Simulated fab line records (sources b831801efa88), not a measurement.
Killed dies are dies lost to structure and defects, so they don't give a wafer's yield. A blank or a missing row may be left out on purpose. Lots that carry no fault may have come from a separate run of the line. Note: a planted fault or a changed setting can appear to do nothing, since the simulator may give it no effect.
8D (eight disciplines) problem report, filled in by code :: flow gf180mcu :: the parts of the form that need people (team, actions taken, sign-off) are left out

1. THE PROBLEM
killed_at_M0_to_M3 at GF_PASSIVATION_PROBE_99 reads a mean of 62 on 6 wafers of 2 lots; wafers without a fault read 21 with a standard deviation of 4.6. Measured from the usual mean, that is +9.0 standard deviations.
Seen first at day 32 12:24 on prober-01, wafer L803.1. Wafers with a number at this step in the record: 12, from 4 lots. Rule for "out" (also "out of limits"): further than 4 standard deviations from the usual mean. All remaining wafers that have a number are taken as sound.

2. WHAT IT IS, AND WHAT IT ISN'T
question: which readings at this step
is: killed_at_M0_to_M3, defect_limited_yield, killed_dies, sort_bin_3_pad_short, sort_n_pass, sort_yield_pct
is not: -

question: which lots
is: L803, L804
is not: L810, L813

question: which wafers of those lots
is: all that have a number
is not: -

question: read on which tools
is: prober-01, prober-02
is not: -

question: when
is: from day 32 12:24
is not: up to then (0 sound wafers); but 6 sound wafers of L810, L813 came after

3. SUSPECTS, AND WHAT RULES EACH OUT
Counting: a tool at any process step up to the reading remains a suspect when it ran all the lots that are out and ran no sound lot after the first of those.
- cvd_w-01 at GF_V3_CVD_23 (deposits W, target thk 350 nm, time 104.9 s): kept. It ran every lot that is out, first L803 (day 26 14:11), and no sound lot after that.
- rie_diel-03 at GF_V4_ETCH_17 (etches SiO2 in C4F8/O2/Ar, stops on TiN, target depth 630 nm): ruled out as a lasting fault. Sound lots L810 ran on it after its first lot that is out, L803 (day 28 10:02). GF_V4_ETCH_17 gives no start for some lots, so the hours and the order of its lots are those of GF_MIM_SPUTTER_04.
- pvd_sputter-01 at GF_MIM_SPUTTER_04 (material TiN, target thk 50 nm, time 41.7 s): ruled out as a lasting fault. Sound lots L810 ran on it after its first lot that is out, L803 (day 28 10:02).
- pvd_sputter-03 at GF_V5_SPUTTER_22 (material TiN, target thk 10 nm, time 40 s): ruled out as a lasting fault. Sound lots L813 ran on it after its first lot that is out, L803 (day 30 22:31).
Remaining after the count: cvd_w-01 at GF_V3_CVD_23.

4. THE CAUSE (what the simulator had put in)
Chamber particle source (cvd_w-01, GF_V3_CVD_23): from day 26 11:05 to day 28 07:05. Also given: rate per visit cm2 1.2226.
Counting left only this tool.

5. THE EFFECT CHAIN, in route order
Each row: a reading where the mean over the struck wafers with a number is more than 3 standard deviations away from the usual. Scope: only readings with a usual standard deviation given in the record; hours: median across lots of the time from each lot's start at the first step in this table that gives one to its start at this step; sigmas: change in usual standard deviations.
hours: 0
step: GF_PASSIVATION_PROBE_99
reading: defect_limited_yield
usual: 90.4 %
on struck wafers: 80.8
change: -9.6
sigmas: -6.8

hours: 0
step: GF_PASSIVATION_PROBE_99
reading: killed_at_M0_to_M3
usual: 21
on struck wafers: 62
change: +41
sigmas: +9.0

hours: 0
step: GF_PASSIVATION_PROBE_99
reading: killed_dies
usual: 47
on struck wafers: 94
change: +47
sigmas: +7.1

hours: 0
step: GF_PASSIVATION_PROBE_99
reading: killed_on_rim
usual: 9.4
on struck wafers: 21.5
change: +12.1
sigmas: +4.2

hours: 0
step: GF_PASSIVATION_PROBE_99
reading: sort_bin_3_pad_short
usual: 0.5 %
on struck wafers: 2.8
change: +2.3
sigmas: +7.7

hours: 0
step: GF_PASSIVATION_PROBE_99
reading: sort_bin_5_function
usual: 5.5 %
on struck wafers: 11.8
change: +6.3
sigmas: +5.7

hours: 0
step: GF_PASSIVATION_PROBE_99
reading: sort_n_pass
usual: 445
on struck wafers: 398
change: -47
sigmas: -7.1

hours: 0
step: GF_PASSIVATION_PROBE_99
reading: sort_yield_pct
usual: 90.4 %
on struck wafers: 80.8
change: -9.6
sigmas: -6.8
Here are the process steps it includes:
- GF_PASSIVATION_PROBE_99

6. HOW IT WOULD HAVE BEEN CAUGHT EARLIER
In this record no reading fell out of limits until day 32 12:24, 145 hours after the fault had begun at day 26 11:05.
No tool reading at GF_V3_CVD_23 that has a usual standard deviation in the record was out on any struck wafer, so an alarm limit of 4 standard deviations on those readings would not have fired.
Lots out: 2; all had begun GF_V3_CVD_23 on cvd_w-01 by day 32 12:24. None of them would have been spared by holding the tool at that moment.
